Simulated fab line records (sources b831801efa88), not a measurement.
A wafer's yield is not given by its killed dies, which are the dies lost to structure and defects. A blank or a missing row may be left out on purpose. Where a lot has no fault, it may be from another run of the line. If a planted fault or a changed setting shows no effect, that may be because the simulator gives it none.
fab line records -- flow sky130
[record] lots = 6, wafers = 18, lastDay = 50
route steps=708 shown PWDE@53 NWELL@56 PAD_OPEN@708
lots untouched by any fault: they come from a run of this same line in which no faults occurred
startH: start of the lot's first displayed wafer, in hours after the record's first day -- waitH: hours from the lot's prior step to this one -- " same as the row above -- L1.1+2: a row that stands for several wafers -- - no value, or no start given -- * or withheld: withheld -- < > ~ a bound
route shown NAME@n: names a module that has steps shown in the file, with the first one's number in the route -- usual: average and standard deviation across the fault-free wafers -- same: alike in all rows -- chamber/n: place in a boat -- sites: each site's reading -- _std_site: standard deviation across them -- _edge_site: outer sites' mean less inner sites' -- radiusMm: for every site, how far away it sits from the centre of the wafer -- mask NAME#n: copy n -- behind: the tool/chamber that last shaped the wafer -- hold: why the lot went on hold/how many hours it stayed there/how the hold came to an end -- device: which transistor (n, p or np) failed to switch -- end of line: the same wafers' tests at the end of the route -- step lacking rows: just its recipe -- killed: count of dies lost to structure and defects at first sort (not the wafer's yield) -- map: dies across one wafer; x = killed, . = not, _ = none there
set.NAME: setting as actually run; set.NAME@STEP: the setting as run at that earlier step -- model.NAME: the simulator's own value behind a step, which no gauge read
a table for each step, a row for each wafer; lots at some steps of the route
services: a tool's chamber out of use, with start hour (startH, from the record's first day; less than 0 if before it), hours out, and reason
[[steps]]
[step SKY_PWDE_IMPLANT_08]
[recipe] species = B, energyKev = 150, doseCm2 = 3.6e+12, tiltDeg = withheld
[step SKY_PWDE_STRIP_09]
[recipe] chemistry = O2/N2, powerW = 1400, pressureMtorr = 1500, platenTempC = withheld, o2FlowSccm = 3000, n2FlowSccm = 300, overashFraction = 0.5
[usual] drypumpMotorCurrentA = 6.0/0.39, oesProductAu = 0.723/0.004, stripTimeToEndpointS = 36.93/0.096
lot.wafer,tool,chamber,startH,waitH,drypumpMotorCurrentA,oesProductAu,rfHoursCounterH,stripTimeToEndpointS
L970.1,plasmaAsher-03,1,89.98,0.1,5.9,0.720,39,36.87
L970.2,plasmaAsher-03,0,89.98,0.1,6.3,0.724,39,36.94
L970.6,plasmaAsher-03,1,89.98,0.1,5.9,0.720,-,36.95
L975.1,plasmaAsher-04,0,113.65,0.1,5.9,0.722,30,36.91
L975.3,plasmaAsher-04,0,113.65,0.1,5.9,0.733,-,36.97
L975.4,plasmaAsher-04,1,113.65,0.1,5.6,0.729,-,36.98
L976.2,plasmaAsher-03,1,118.60,0.1,5.9,0.722,0,36.98
L976.5,plasmaAsher-03,0,118.60,0.1,6.3,0.723,-,36.90
L976.6,plasmaAsher-03,1,118.60,0.1,5.9,0.726,-,37.00
L983.2,plasmaAsher-01,0,157.60,0.1,5.6,0.731,48,36.91
L983.4,plasmaAsher-01,0,157.60,0.1,5.6,0.715,-,36.92
L983.6,plasmaAsher-01,0,157.60,0.1,5.6,0.727,-,36.95
L988.1,plasmaAsher-01,0,189.84,0.1,5.5,0.722,51,36.75
L988.3,plasmaAsher-01,1,189.84,0.1,6.7,0.724,-,36.80
L988.4,plasmaAsher-01,0,189.84,0.1,5.6,0.724,-,36.93
L990.2,plasmaAsher-04,0,199.23,0.1,5.9,0.724,38,36.85
L990.4,plasmaAsher-04,1,199.23,0.1,5.6,0.726,-,36.98
L990.5,plasmaAsher-04,0,199.23,0.1,5.9,0.726,-,36.92
[step SKY_PWDE_TW_MEAS_10]
[usual] PWDE_TW = 373/3.1
lot.wafer,tool,chamber,startH,waitH,PWDE_TW
L970.1,filmMetro-02,-,90.08,0.1,377
L970.2,filmMetro-02,-,90.08,0.1,375
L970.6,filmMetro-02,-,90.08,0.1,375
L975.1,filmMetro-01,-,113.75,0.1,370
L975.3,filmMetro-01,-,113.75,0.1,368
L975.4,filmMetro-01,-,113.75,0.1,369
L976.2,filmMetro-02,-,118.71,0.1,376
L976.5,filmMetro-02,-,118.71,0.1,378
L976.6,filmMetro-02,-,118.71,0.1,376
L983.2,filmMetro-02,-,157.71,0.1,376
L983.4,filmMetro-02,-,157.71,0.1,378
L983.6,filmMetro-02,-,157.71,0.1,376
L988.1,filmMetro-02,-,189.94,0.1,374
L988.3,filmMetro-02,-,189.94,0.1,375
L988.4,filmMetro-02,-,189.94,0.1,373
L990.2,filmMetro-01,-,199.34,0.1,370
L990.4,filmMetro-01,-,199.34,0.1,370
L990.5,filmMetro-01,-,199.34,0.1,371
[step SKY_NWELL_DEHYDRATE_03]
[recipe] tempC = 200, timeS = 60
[step SKY_NWELL_HMDS_04]
[recipe] primeTimeS = 60, primeTempC = 120
[step SKY_NWELL_COAT_05]
[recipe] spinRpm = 2000, resistThkNm = 3000
[step SKY_NWELL_SOFTBAKE_06]
[recipe] tempC = 110, timeS = withheld
[step SKY_NWELL_EXPOSE_07]
[recipe] maskId = NWM, na = 0.6, sourceShape = conventional, sigmaOuter = 0.6, polarization = unpolarized, targetCdNm = 840, doseMj = 255
[step SKY_NWELL_PEB_08]
[recipe] tempC = 115, timeS = withheld
[step SKY_NWELL_DEVELOP_09]
[recipe] wallAngleDeg = 90, developer = TMAH, developTimeS = 60, devTempC = 23
[step SKY_NWELL_OVL_MEAS_10]
[usual] NWELL_00_OVL = -0.1/1.3
lot.wafer,tool,chamber,startH,waitH,NWELL_00_OVL[nm]
L970.1,overlay-01,-,107.46,-,0.1
L970.2,overlay-01,-,107.46,-,-1.2
L970.6,overlay-01,-,107.46,-,-1.8
L975.1,overlay-01,-,132.46,-,-1.0
L975.3,overlay-01,-,132.46,-,-1.3
L975.4,overlay-01,-,132.46,-,-1.0
L976.2,overlay-01,-,137.95,-,-0.5
L976.5,overlay-01,-,137.95,-,2.1
L976.6,overlay-01,-,137.95,-,-0.3
L983.2,overlay-01,-,177.94,-,-0.9
L983.4,overlay-01,-,177.94,-,-0.4
L983.6,overlay-01,-,177.94,-,-0.6
L988.1,overlay-02,-,210.73,-,-0.3
L988.3,overlay-02,-,210.73,-,1.2
L988.4,overlay-02,-,210.73,-,1.0
L990.2,overlay-02,-,220.27,-,2.9
L990.4,overlay-02,-,220.27,-,2.0
L990.5,overlay-02,-,220.27,-,2.0
[step SKY_NWELL_IMPLANT_11]
[recipe] species = P, energyKev = 400, doseCm2 = 1.9e+13, tiltDeg = withheld
[step SKY_NWELL_IMPLANT_12]
[recipe] species = P, energyKev = 120, doseCm2 = 1.3e+12, tiltDeg = withheld
[usual] beamEnergyKeV = 120.01/0.034, beamOnS = 10.01/0.23
lot.wafer,tool,chamber,startH,waitH,beamEnergyKeV,beamOnS,model.implant.rpNm
L970.1,implanter-02,0,107.65,0.1,120.02,9.74,147.6
L970.2,implanter-02,0,107.65,0.1,120.02,10.34,147.6
L970.6,implanter-02,0,107.65,0.1,120.00,9.90,147.6
L975.1,implanter-01,0,132.65,0.1,120.03,10.68,143.4
L975.3,implanter-01,0,132.65,0.1,120.02,9.68,143.4
L975.4,implanter-01,0,132.65,0.1,120.02,9.86,143.4
L976.2,implanter-02,0,138.16,0.1,120.04,10.37,149.7
L976.5,implanter-02,0,138.16,0.1,120.04,9.65,149.7
L976.6,implanter-02,0,138.16,0.1,120.02,10.11,149.7
L983.2,implanter-03,0,178.14,0.1,120.00,9.89,149.3
L983.4,implanter-03,0,178.14,0.1,119.95,10.06,149.3
L983.6,implanter-03,0,178.14,0.1,119.98,9.83,149.3
L988.1,implanter-02,0,210.92,0.1,111.78,10.11,142.9
L988.3,implanter-02,0,210.92,0.1,111.74,9.81,142.9
L988.4,implanter-02,0,210.92,0.1,111.80,9.49,142.9
L990.2,implanter-02,0,220.47,0.1,111.72,10.25,138.3
L990.4,implanter-02,0,220.47,0.1,111.73,10.15,138.3
L990.5,implanter-02,0,220.47,0.1,111.77,10.26,138.3
[step SKY_NWELL_IMPLANT_13]
[recipe] species = P, energyKev = 50, doseCm2 = 6.919e+11, tiltDeg = withheld
[step SKY_PAD_OPEN_PROBE_99]
[usual] killed_at_M0_to_M3 = 42/6.8, killed_at_M4_up = 3.4/1.8, killedAtContacts = 25/5.7, killedAtFrontEnd = 16/4.8, killedAtOther = 0.2/0.39, killedDies = 87/9.6, killedOpen = 47/6.9, killedShort = 40/6.3
[same] grossDies = 492, killedAtBackSide = 0
lot.wafer,tool,chamber,startH,waitH,killed_at_M0_to_M3,killed_at_M4_up,killedAtContacts,killedAtFrontEnd,killedAtOther,killedDies,killedOpen,killedShort,model.etest.pfet_16v.vtV,model.etest.pfetG5v0d10v5.vtV,model.etest.pfetG5v0d10v5.vtLongV,model.etest.pfet_01v8_lvt.vtV,model.etest.pfet_01v8_lvt.vtLongV,model.etest.pfet_01v8_lvt.bodyRiseV
L970.1,prober-02,-,1098.93,0.1,38,5,20,23,0,86,45,41,-1.103,-0.8226,-0.9312,-0.5434,-0.6585,-0.1999
L970.2,prober-02,-,1098.98,0.1,34,4,25,16,0,79,36,43,-1.105,-0.849,-0.9331,-0.5454,-0.6614,-0.1989
L970.6,prober-02,-,1099.18,0.2,41,2,19,11,1,74,43,31,-1.099,-0.8244,-0.9319,-0.5418,-0.6579,-0.1988
L975.1,prober-01,-,1122.59,0.1,36,4,28,18,0,86,48,38,-1.11,-0.8539,-0.9419,-0.5336,-0.6542,-0.2007
L975.3,prober-01,-,1122.69,0.2,41,1,28,25,0,95,52,43,-1.108,-0.8416,-0.9406,-0.5328,-0.6544,-0.2022
L975.4,prober-01,-,1122.74,0.2,39,5,31,22,0,97,55,42,-1.109,-0.8294,-0.9419,-0.5351,-0.653,-0.2032
L976.2,prober-02,-,1131.43,0.1,52,4,17,16,0,89,41,48,-1.094,-0.8115,-0.9225,-0.506,-0.6303,-0.2054
L976.5,prober-02,-,1131.58,0.2,48,4,25,19,0,96,54,42,-1.102,-0.8202,-0.9293,-0.5151,-0.6387,-0.2052
L976.6,prober-02,-,1131.63,0.2,54,2,18,15,1,90,53,37,-1.097,-0.799,-0.9274,-0.5124,-0.6341,-0.2049
L983.2,prober-01,-,1167.18,0.1,38,4,29,6,0,77,45,32,-1.105,-0.856,-0.9342,-0.5337,-0.6491,-0.2014
L983.4,prober-01,-,1167.28,0.2,36,4,27,26,0,93,54,39,-1.113,-0.8452,-0.9379,-0.5302,-0.6464,-0.201
L983.6,prober-01,-,1167.38,0.2,45,6,26,13,1,91,42,49,-1.094,-0.825,-0.9248,-0.5337,-0.6454,-0.199
L988.3,prober-02,-,1189.57,0.2,57,2,33,20,0,112,64,48,-1.102,-0.8578,-0.9299,-0.5372,-0.6545,-0.1984
L990.5,prober-02,-,1195.20,0.2,40,4,24,15,0,83,45,38,-1.151,-0.8808,-0.9669,-0.5725,-0.6843,-0.1994
// killed by level:class
L970.1 VIA2:geometricParticle:open=10 POLY_GATE:geometricParticle:short=8 VIA1:geometricParticle:open=8 SPACER:geometricParticle:open=7 LOCAL_INTERCONNECT:geometricParticle:short=5 CONTACT:geometricParticle:open=5 METAL1:geometricParticle:short=5 VIA3:geometricParticle:short=5
L970.2 VIA3:geometricParticle:open=8 LOCAL_INTERCONNECT:geometricParticle:short=7 LI_CONTACT:geometricParticle:open=6 CONTACT:geometricParticle:open=6 VIA1:geometricParticle:open=6 METAL2:geometricParticle:short=6 FIELD_ISO:geometricParticle:short=5 METAL1:geometricParticle:short=4
L970.6 VIA3:geometricParticle:open=9 LI_CONTACT:geometricParticle:open=7 VIA1:geometricParticle:open=7 LOCAL_INTERCONNECT:geometricParticle:short=6 VIA2:geometricParticle:open=6 CONTACT:geometricParticle:open=5 VIA2:geometricParticle:short=4 VIA3:geometricParticle:short=4
L975.1 VIA1:geometricParticle:open=12 LI_CONTACT:geometricParticle:open=8 CONTACT:geometricParticle:short=8 POLY_GATE:geometricParticle:short=7 CONTACT:geometricParticle:open=7 VIA3:geometricParticle:open=7 METAL2:geometricParticle:short=5 FIELD_ISO:geometricParticle:open=4
L975.3 CONTACT:geometricParticle:open=12 LI_CONTACT:geometricParticle:open=10 METAL1:geometricParticle:short=7 POLY_GATE:geometricParticle:open=7 VIA1:geometricParticle:short=7 METAL2:geometricParticle:short=7 VIA1:geometricParticle:open=6 VIA3:geometricParticle:open=6
L975.4 CONTACT:geometricParticle:open=15 VIA1:geometricParticle:open=11 CONTACT:geometricParticle:short=8 VIA3:geometricParticle:open=7 VIA1:geometricParticle:short=7 FIELD_ISO:geometricParticle:short=6 POLY_GATE:geometricParticle:short=6 LI_CONTACT:geometricParticle:open=5
L976.2 VIA1:geometricParticle:open=10 VIA2:geometricParticle:open=8 CONTACT:geometricParticle:open=6 METAL1:geometricParticle:short=6 LOCAL_INTERCONNECT:geometricParticle:short=5 VIA2:geometricParticle:short=5 VIA3:geometricParticle:open=5 FIELD_ISO:geometricParticle:short=4
L976.5 VIA1:geometricParticle:open=18 CONTACT:geometricParticle:open=16 POLY_GATE:geometricParticle:short=8 VIA1:geometricParticle:short=8 METAL2:geometricParticle:short=7 VIA2:geometricParticle:open=4 LI_CONTACT:geometricParticle:short=4 LI_CONTACT:geometricParticle:open=4
L976.6 VIA1:geometricParticle:open=15 VIA2:geometricParticle:open=8 FIELD_ISO:geometricParticle:open=7 METAL1:geometricParticle:short=6 CONTACT:geometricParticle:open=5 LI_CONTACT:geometricParticle:open=5 METAL3:geometricParticle:short=5 VIA3:geometricParticle:open=5
L983.2 CONTACT:geometricParticle:open=15 VIA1:geometricParticle:open=7 VIA3:geometricParticle:open=7 METAL1:geometricParticle:short=6 CONTACT:geometricParticle:short=5 LI_CONTACT:geometricParticle:open=4 VIA1:geometricParticle:short=4 VIA2:geometricParticle:open=3
L983.4 FIELD_ISO:geometricParticle:open=10 LI_CONTACT:geometricParticle:open=9 CONTACT:geometricParticle:open=9 VIA1:geometricParticle:open=8 FIELD_ISO:geometricParticle:short=7 VIA3:geometricParticle:open=6 VIA1:geometricParticle:short=6 VIA2:geometricParticle:open=6
L983.6 VIA1:geometricParticle:open=11 METAL1:geometricParticle:short=10 LOCAL_INTERCONNECT:geometricParticle:short=8 LI_CONTACT:geometricParticle:open=8 VIA3:geometricParticle:open=6 LI_CONTACT:geometricParticle:short=5 FIELD_ISO:geometricParticle:open=4 CONTACT:geometricParticle:open=4
L988.3 CONTACT:geometricParticle:open=13 VIA2:geometricParticle:open=11 VIA1:geometricParticle:open=10 LI_CONTACT:geometricParticle:open=10 METAL1:geometricParticle:short=9 VIA3:geometricParticle:open=7 POLY_GATE:geometricParticle:short=6 METAL2:geometricParticle:short=5
L990.5 VIA1:geometricParticle:open=11 VIA2:geometricParticle:open=8 METAL1:geometricParticle:short=7 LI_CONTACT:geometricParticle:open=6 CONTACT:geometricParticle:open=6 CONTACT:geometricParticle:short=5 VIA3:geometricParticle:open=5 FIELD_ISO:geometricParticle:short=4
[[services]]
tool,chamber,startH,hours,kind
implanter-02,-,69.18,0.8,repair
plasmaAsher-04,-,75.00,15.6,pm
implanter-02,-,78.91,4.3,pm
implanter-02,-,100.17,7.2,repair
plasmaAsher-03,-,108.75,9.0,pm
plasmaAsher-03,0,108.75,9.0,ventCycle
plasmaAsher-03,1,108.75,9.0,ventCycle
plasmaAsher-03,0,117.75,-,clean
plasmaAsher-03,1,117.75,-,clean
implanter-01,-,123.03,5.8,pm
implanter-03,-,131.21,12.0,pm
implanter-01,-,134.06,3.4,repair
plasmaAsher-03,-,134.32,4.6,repair
implanter-02,-,188.36,1.1,repair
plasmaAsher-01,-,206.01,6.3,repair
implanter-03,-,206.82,5.8,pm
implanter-01,-,206.83,6.3,pm
[[key]]
[firstSign] step = SKY_NWELL_IMPLANT_12, reading = beamEnergyKeV, direction = down, sigmas = 99+, usual = *, struck = *
effect none on later readings
[modelEffect] step = SKY_NWELL_IMPLANT_12, value = implant.rpNm, without = 151.5, struck = 140.6
[modelEffect] step = SKY_PAD_OPEN_PROBE_99, value = etest.pfet_16v.vtV, without = -1.091, struck = -1.127
metAt SKY_NWELL_IMPLANT_12
struckWafers L988.1,L988.3,L988.4,L990.2,L990.4,L990.5
rowsEnd L988.1,L988.4,L990.2,L990.4
testerLeftOut L988,L990
onsetBetween 138.16 210.92
[fault] kind = processParameterDrift, tool = implanter-02, chamber = -, onsetH = 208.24, steps = SKY_NWELL_IMPLANT_12, channel = energyKev, offset = *, shape = step, endH = 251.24, actsIn = *, stated = *
// testerLeftOut: of these lots the tester's yield and bins aren't shown, on N5 and GAA mostly nor the transistor test; their killed dies are dies lost to structure and defects alone, not to doping, threshold or leakage, so they don't give the yield
// rowsEnd: these wafers met a further fault down the route, and their rows from its step on are left out
